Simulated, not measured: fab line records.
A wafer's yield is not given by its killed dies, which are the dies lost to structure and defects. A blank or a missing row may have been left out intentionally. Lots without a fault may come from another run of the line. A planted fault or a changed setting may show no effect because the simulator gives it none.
One fault through the eyes of 2 desks :: flow gf180mcu :: what lay behind the numbers comes last; until then each desk has only its own

== FOR THE TOOL OWNER'S DESK: litho track-01 ==
The tool's own readings at GF_V5_DEVELOP_13 (develop time 60 s): means of the sampled wafers that have a number, for each lot that ran on this tool. A lot is out of limits, marked OUT, if its mean lies more than 4 standard deviations from the usual mean; the brackets give that distance.
Columns: A = chill plate temp C at GF_V5_DEVELOP_13, usual 23.00 C
lot: L832
first seen here: day 29 16:43
A: 22.89

lot: L843
first seen here: day 32 18:55
A: 23.09
Finding of this desk: none of the 2 lots has anything out of limits.

== THE METROLOGY DESK ==
What the gauges read, lot by lot, whatever tool the lot ran on: means of the sampled wafers that have a number. A lot is out of limits, marked OUT, if its mean lies more than 4 standard deviations from the usual mean; the brackets give that distance.
Columns: A = V5_CVD_00_THK at GF_V5_THK_MEAS_01, usual 298 nm; B = V5_CVD_02_THK at GF_V5_THK_MEAS_03, usual 1451 nm; C = V5_BOW at GF_V5_BOW_MEAS_05, usual 133 um; D = cd nm at GF_V5_CD_MEAS_14, usual 260.3 nm
lot: L828
first seen here: day 27 07:47
A: 299
B: 1446
C: 133
D: 260.5

lot: L832
first seen here: day 28 21:04
A: 300
B: 1454
C: 130
D: 261.7

lot: L841
first seen here: day 31 14:41
A: 301
B: 1441
C: 140
D: -

lot: L842
first seen here: day 31 22:40
A: 300
B: 1455
C: 142
D: -

lot: L843
first seen here: day 32 02:15
A: 299
B: 1458
C: 140
D: 261.1

lot: L845
first seen here: day 32 11:43
A: 299
B: 1445
C: 127
D: 260.4
Finding of this desk: none of the 6 lots has anything out of limits.

== BROUGHT TOGETHER ==
The tool owner's desk saw nothing out of limits.
Metrology desk: nothing out of limits seen.

== WHAT THE SIMULATOR HAD INSERTED ==
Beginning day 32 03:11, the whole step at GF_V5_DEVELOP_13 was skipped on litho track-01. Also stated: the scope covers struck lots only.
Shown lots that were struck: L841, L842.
